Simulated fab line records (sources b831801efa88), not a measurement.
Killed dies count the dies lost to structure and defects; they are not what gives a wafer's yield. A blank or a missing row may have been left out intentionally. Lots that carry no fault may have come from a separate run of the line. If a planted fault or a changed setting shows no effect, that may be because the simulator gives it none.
Code-filled problem report in 8D (eight disciplines) form / flow sky130 / the parts of the form that need people (team, actions taken, sign-off) are left out

1. WHAT WENT WRONG
biasW at SKY_FIELD_ISO_ETCH_14 reads a mean of 75.2 W on 3 wafers of 2 lots; wafers without a fault read 100.0 W with a standard deviation of 0.32. Relative to the usual mean, that is a shift of -77 standard deviations.
The step: etches BARC in N2/H2, stops on SiO2, time 45.9 s, target depth 60 nm.
Seen first at day 6 12:52 on rieDiel-04, wafer L418.2. At this step, 39 wafers from 13 lots have a number in the record. The rule behind "out" and "out of limits": a value lying over 4 standard deviations away from the usual mean. The other wafers with a number count as sound.

2. WHAT THIS IS AND IS NOT
question=which readings at this step | is=biasW | is not=drypumpMotorCurrentA, oesProductAu, throttleValvePct
question=which lots | is=L418, L420 | is not=L398, L400, L401, L403, L405, L407, L408, L409, L410, L413, L421
question=which wafers of those lots | is=L418.2, L418.5, L420.3 | is not=L418.3, L420.1, L420.4
question=read on which tools | is=rieDiel-04 | is not=rieDiel-02, rieDiel-03
question=when | is=from day 6 12:52 | is not=up to then (31 sound wafers); but 5 sound wafers of L420, L421 came after

3. WHAT RULES OUT EACH SUSPECT
Counting: a tool at a process step up to the reading stays a suspect if it ran every lot that is out. Sound lots after the first of them don't rule it out here, since some wafers of a struck lot are sound.
- rieDiel-04 at SKY_FIELD_ISO_ETCH_14 (etches BARC in N2/H2, stops on SiO2, time 45.9 s, target depth 60 nm): kept. It ran every lot that is out, first L418 (day 6 12:52); its last sound lot up to then is L409 (day 4 17:11). Its own biasW readings are out on those wafers.
- Within rieDiel-04 at SKY_FIELD_ISO_ETCH_14: the wafers that are out ran in chamber 1; their sound lot-mates ran in chamber 2.
The count leaves rieDiel-04 at SKY_FIELD_ISO_ETCH_14.

4. THE CAUSE (what the simulator had put in)
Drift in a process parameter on rieDiel-04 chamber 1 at SKY_FIELD_ISO_ETCH_14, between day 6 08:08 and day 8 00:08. Setting biasW, moved by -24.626, from 100. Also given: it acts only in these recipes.
The count eliminated every tool but this one.

5. THE CHAIN OF EFFECTS, in route order
Rows list readings where the struck wafers' mean (over those with a number) sits beyond 3 standard deviations from the usual. Scope: only readings with a usual standard deviation given in the record; hours: median across lots of the time from each lot's start at the first step in this table that gives one to its start at this step; sigmas: change in usual standard deviations.
hours=0; step=SKY_FIELD_ISO_ETCH_14; reading=biasW; usual=100.0 W; on struck wafers=75.2; change=-24.8; sigmas=-77
Its process steps:
- SKY_FIELD_ISO_ETCH_14: etches BARC in N2/H2, stops on SiO2, time 45.9 s, target depth 60 nm.
Later measuring or inspecting steps at which every struck wafer that the step has a row for has a number for every such reading, and none has moved that far: SKY_SONOS_ONO_THK_MEAS_05, SKY_POLY_GATE_OVL_MEAS_14, SKY_LDD_N_TW_MEAS_17.

6. WHAT WOULD HAVE CAUGHT IT SOONER
The fault began at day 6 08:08; the first out-of-limits reading in this record came at day 6 12:52, 5 hours later.
